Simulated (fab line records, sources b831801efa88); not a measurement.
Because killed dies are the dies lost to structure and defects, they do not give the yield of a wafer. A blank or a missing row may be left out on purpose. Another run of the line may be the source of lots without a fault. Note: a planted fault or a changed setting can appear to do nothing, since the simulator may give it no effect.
One fault through the eyes of 2 desks || flow sky130 || only its own numbers are on each desk; what lay behind them is given at the end

AT THE TOOL OWNER'S DESK: implanter-03
The tool's own readings at SKY_VT_ADJUST_NCORE_IMPLANT_09: means of the sampled wafers that have a number, for each lot that ran on this tool. Any lot whose mean is over 4 standard deviations away from the usual mean is out of limits and marked OUT; that distance is given in the brackets.
Columns: A = beam energy keV at SKY_VT_ADJUST_NCORE_IMPLANT_09, usual 10.000; B = beam on s at SKY_VT_ADJUST_NCORE_IMPLANT_09, usual 9.99 s
{"lot": "L913", "first seen here": "day 9 11:28", "A": 10.001, "B": 9.98}
{"lot": "L914", "first seen here": "day 9 21:29", "A": 10.001, "B": 10.03}
{"lot": "L918", "first seen here": "day 10 22:31", "A": "14.447 (+99 or more) OUT", "B": 9.80}
{"lot": "L919", "first seen here": "day 11 04:35", "A": "14.449 (+99 or more) OUT", "B": 10.10}
{"lot": "L929", "first seen here": "day 14 11:05", "A": 10.000, "B": 9.92}
{"lot": "L930", "first seen here": "day 14 15:38", "A": 9.997, "B": 10.00}
{"lot": "L933", "first seen here": "day 15 10:04", "A": 10.001, "B": 9.98}
This desk's verdict: out of limits on L918, L919, starting with L918 at day 10 22:31 (beam energy keV at SKY_VT_ADJUST_NCORE_IMPLANT_09). L913, L914, L929, L930, L933 stayed within limits.

METROLOGY DESK
Means of the sampled wafers that have a number, per lot and without regard to the tool the lot ran on: this is what the gauges read. Any lot whose mean is over 4 standard deviations away from the usual mean is out of limits and marked OUT; that distance is given in the brackets.
Columns: A = VT_ADJUST_HVTP_OVL at SKY_VT_ADJUST_HVTP_OVL_MEAS_08, usual 0.7 nm; B = VT_ADJUST_NCORE_TW at SKY_VT_ADJUST_NCORE_TW_MEAS_11, usual 220.5
{"lot": "L912", "first seen here": "day 6 12:07", "A": -0.3, "B": 219.6}
{"lot": "L913", "first seen here": "day 6 20:27", "A": 1.8, "B": 221.0}
{"lot": "L914", "first seen here": "day 7 06:19", "A": 2.8, "B": 221.3}
{"lot": "L918", "first seen here": "day 8 04:00", "A": 2.0, "B": "238.1 (+12) OUT"}
{"lot": "L919", "first seen here": "day 8 08:47", "A": -1.8, "B": "240.7 (+13) OUT"}
{"lot": "L925", "first seen here": "day 10 02:31", "A": 2.0, "B": 220.9}
{"lot": "L928", "first seen here": "day 10 23:49", "A": -1.6, "B": 219.8}
{"lot": "L929", "first seen here": "day 11 06:19", "A": 2.0, "B": 220.1}
{"lot": "L930", "first seen here": "day 11 09:14", "A": 1.8, "B": 222.4}
{"lot": "L931", "first seen here": "day 11 17:01", "A": -0.2, "B": 220.6}
{"lot": "L932", "first seen here": "day 12 02:55", "A": 0.7, "B": 221.3}
{"lot": "L933", "first seen here": "day 12 03:13", "A": 1.3, "B": 218.9}
This desk's finding: out of limits on L918, L919; first on L918, day 10 22:44 (VT_ADJUST_NCORE_TW at SKY_VT_ADJUST_NCORE_TW_MEAS_11). L912, L913, L914, L925, L928, L929, L930, L931, L932, L933 stayed within limits.

BROUGHT TOGETHER
On L918, L919, at day 10 22:31, an alarm was possible from the tool owner's desk.
The metrology desk could have raised an alarm at day 10 22:44, on L918, L919.
Of the lots named, all ran SKY_VT_ADJUST_NCORE_IMPLANT_09 on implanter-03.

WHAT THE SIMULATOR HAD PUT IN
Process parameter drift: implanter-03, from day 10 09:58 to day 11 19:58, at SKY_VT_ADJUST_NCORE_IMPLANT_09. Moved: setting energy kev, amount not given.
Lots struck among those shown: L918, L919.
Fault start to first reading out of limits, in hours, per desk: tool owner, 13; metrology, 13.
